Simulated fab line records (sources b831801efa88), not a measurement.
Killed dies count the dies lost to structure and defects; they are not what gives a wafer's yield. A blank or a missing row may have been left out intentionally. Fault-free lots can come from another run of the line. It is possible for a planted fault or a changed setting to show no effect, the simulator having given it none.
The tool behind it: which one? :: flow sky130 :: 33 wafers from 11 lots sampled at 3 of the route's 708 steps

== WHAT EACH GAUGE READ, for each wafer ==
SKY_CAP2M_THK_MEAS_04: measures by xrf.
lot: L239
measured: day 40 12:23
on: film_metro-01
CAP2M_TIN_THK (nm): 199 196 196

lot: L243
measured: day 41 19:21
on: film_metro-01
CAP2M_TIN_THK (nm): 198 196 197

lot: L244
measured: day 42 02:09
on: film_metro-01
CAP2M_TIN_THK (nm): 201 195 203

lot: L245
measured: day 42 07:55
on: film_metro-02
CAP2M_TIN_THK (nm): 208 205 203

lot: L247
measured: day 42 22:34
on: film_metro-02
CAP2M_TIN_THK (nm): 201 200 196

lot: L252
measured: day 43 21:11
on: film_metro-02
CAP2M_TIN_THK (nm): 204 203 202

lot: L253
measured: day 44 13:25
on: film_metro-02
CAP2M_TIN_THK (nm): 199 201 201

lot: L255
measured: day 44 22:19
on: film_metro-04
CAP2M_TIN_THK (nm): 206 207 204

lot: L256
measured: day 45 04:03
on: film_metro-04
CAP2M_TIN_THK (nm): 206 201 198

lot: L259
measured: day 46 04:55
on: film_metro-04
CAP2M_TIN_THK (nm): 202 196 201

lot: L260
measured: day 46 08:32
on: film_metro-02
CAP2M_TIN_THK (nm): 204 202 202

== WHAT TOOL EACH LOT RAN ON (gives the tool, then ch and the chambers of the sampled wafers, and finally the start) ==
lot: L239
SKY_VIA3_CMP_24: cmp-01 ch 0,1,2, day 40 11:42
SKY_METAL4_SPUTTER_03: pvd_sputter-03, day 40 11:59

lot: L243
SKY_VIA3_CMP_24: cmp-02 ch 0,1,2, day 41 18:38
SKY_METAL4_SPUTTER_03: pvd_sputter-01, day 41 18:58

lot: L244
SKY_VIA3_CMP_24: cmp-02 ch 0,1,3, day 42 01:26
SKY_METAL4_SPUTTER_03: pvd_sputter-03, day 42 01:46

lot: L245
SKY_VIA3_CMP_24: cmp-02 ch 0,1,2, day 42 07:08
SKY_METAL4_SPUTTER_03: pvd_sputter-02, day 42 07:32

lot: L247
SKY_VIA3_CMP_24: cmp-01 ch 0,1,2, day 42 21:48
SKY_METAL4_SPUTTER_03: pvd_sputter-02, day 42 22:11

lot: L252
SKY_VIA3_CMP_24: cmp-02 ch 0,1,3, day 43 20:31
SKY_METAL4_SPUTTER_03: pvd_sputter-02, day 43 20:48

lot: L253
SKY_VIA3_CMP_24: cmp-01 ch 0,1,3, day 44 12:45
SKY_METAL4_SPUTTER_03: pvd_sputter-02, day 44 13:02

lot: L255
SKY_VIA3_CMP_24: cmp-01 ch 2,3, day 44 21:32
SKY_METAL4_SPUTTER_03: pvd_sputter-02, day 44 21:56

lot: L256
SKY_VIA3_CMP_24: cmp-01 ch 1,2, day 45 03:19
SKY_METAL4_SPUTTER_03: pvd_sputter-02, day 45 03:39

lot: L259
SKY_VIA3_CMP_24: cmp-02 ch 1,3, day 46 04:13
SKY_METAL4_SPUTTER_03: pvd_sputter-03, day 46 04:33

lot: L260
SKY_VIA3_CMP_24: cmp-02 ch 1,3, day 46 07:48
SKY_METAL4_SPUTTER_03: pvd_sputter-03, day 46 08:08
- SKY_VIA3_CMP_24: polishes, stops on SiO2, t overpolish 20 s, target thk 0 nm.
- SKY_METAL4_SPUTTER_03: material Ti, target thk 5 nm, time 3.3 s.

== AS READ BY THE TOOLS THEMSELVES (means over the sampled wafers that have a number; for cases with no such wafer, the mark the record gives instead) ==
SKY_VIA3_CMP_24.
lot: L239
tool: cmp-01
motor_current_A (A): 10.7
overpolish_run_s (s): 20.006
time_to_endpoint_s (s): 93

lot: L243
tool: cmp-02
motor_current_A (A): 10.9
overpolish_run_s (s): 20.002
time_to_endpoint_s (s): 100

lot: L244
tool: cmp-02
motor_current_A (A): 10.7
overpolish_run_s (s): 19.992
time_to_endpoint_s (s): 92

lot: L245
tool: cmp-02
motor_current_A (A): 10.6
overpolish_run_s (s): 20.001
time_to_endpoint_s (s): 97

lot: L247
tool: cmp-01
motor_current_A (A): 11.1
overpolish_run_s (s): 20.005
time_to_endpoint_s (s): 89

lot: L252
tool: cmp-02
motor_current_A (A): 10.5
overpolish_run_s (s): 19.995
time_to_endpoint_s (s): 94

lot: L253
tool: cmp-01
motor_current_A (A): 10.7
overpolish_run_s (s): 19.999
time_to_endpoint_s (s): 94

lot: L255
tool: cmp-01
motor_current_A (A): 10.7
overpolish_run_s (s): 20.005
time_to_endpoint_s (s): 99

lot: L256
tool: cmp-01
motor_current_A (A): 11.4
overpolish_run_s (s): 20.005
time_to_endpoint_s (s): 92

lot: L259
tool: cmp-02
motor_current_A (A): 11.6
overpolish_run_s (s): 19.997
time_to_endpoint_s (s): 90

lot: L260
tool: cmp-02
motor_current_A (A): 11.6
overpolish_run_s (s): 19.998
time_to_endpoint_s (s): 93

SKY_METAL4_SPUTTER_03.
lot: L239
tool: pvd_sputter-03
throttle_valve_pct (%): 31.0

lot: L243
tool: pvd_sputter-01
throttle_valve_pct (%): 29.6

lot: L244
tool: pvd_sputter-03
throttle_valve_pct (%): 31.2

lot: L245
tool: pvd_sputter-02
throttle_valve_pct (%): 28.8

lot: L247
tool: pvd_sputter-02
throttle_valve_pct (%): 30.0

lot: L252
tool: pvd_sputter-02
throttle_valve_pct (%): 28.8

lot: L253
tool: pvd_sputter-02
throttle_valve_pct (%): 30.0

lot: L255
tool: pvd_sputter-02
throttle_valve_pct (%): 30.5

lot: L256
tool: pvd_sputter-02
throttle_valve_pct (%): 29.4

lot: L259
tool: pvd_sputter-03
throttle_valve_pct (%): 29.7

lot: L260
tool: pvd_sputter-03
throttle_valve_pct (%): 32.1

== THE ANSWER, worked out from the rows above alone ==
Rule: what is usual is taken from the lots themselves. The widest of any qualifying gaps counts: lots, ordered by their means at a reading, are off when they make up no more than a third of the lots, leave a main group of 4 or more, and stand apart from it by 3 or more times the standard deviation of that group's means. The tables above print the reading to a certain number of digits; a main group whose means all agree to those digits is not used. A lot without any number at a reading at which 4 lots or more have one is off too. Any other lot the step has rows for is counted as sound. Order of review: gauges by route order, followed by the tools' own readings, for which a lot's mean as printed above is used. The first step at which some lot is off is used, and at that step the reading that is off furthest; a lot without a number counts as furthest.
None of the lots is off at any reading shown; this tells nothing.

== WHAT WAS PUT IN BY THE SIMULATOR ==
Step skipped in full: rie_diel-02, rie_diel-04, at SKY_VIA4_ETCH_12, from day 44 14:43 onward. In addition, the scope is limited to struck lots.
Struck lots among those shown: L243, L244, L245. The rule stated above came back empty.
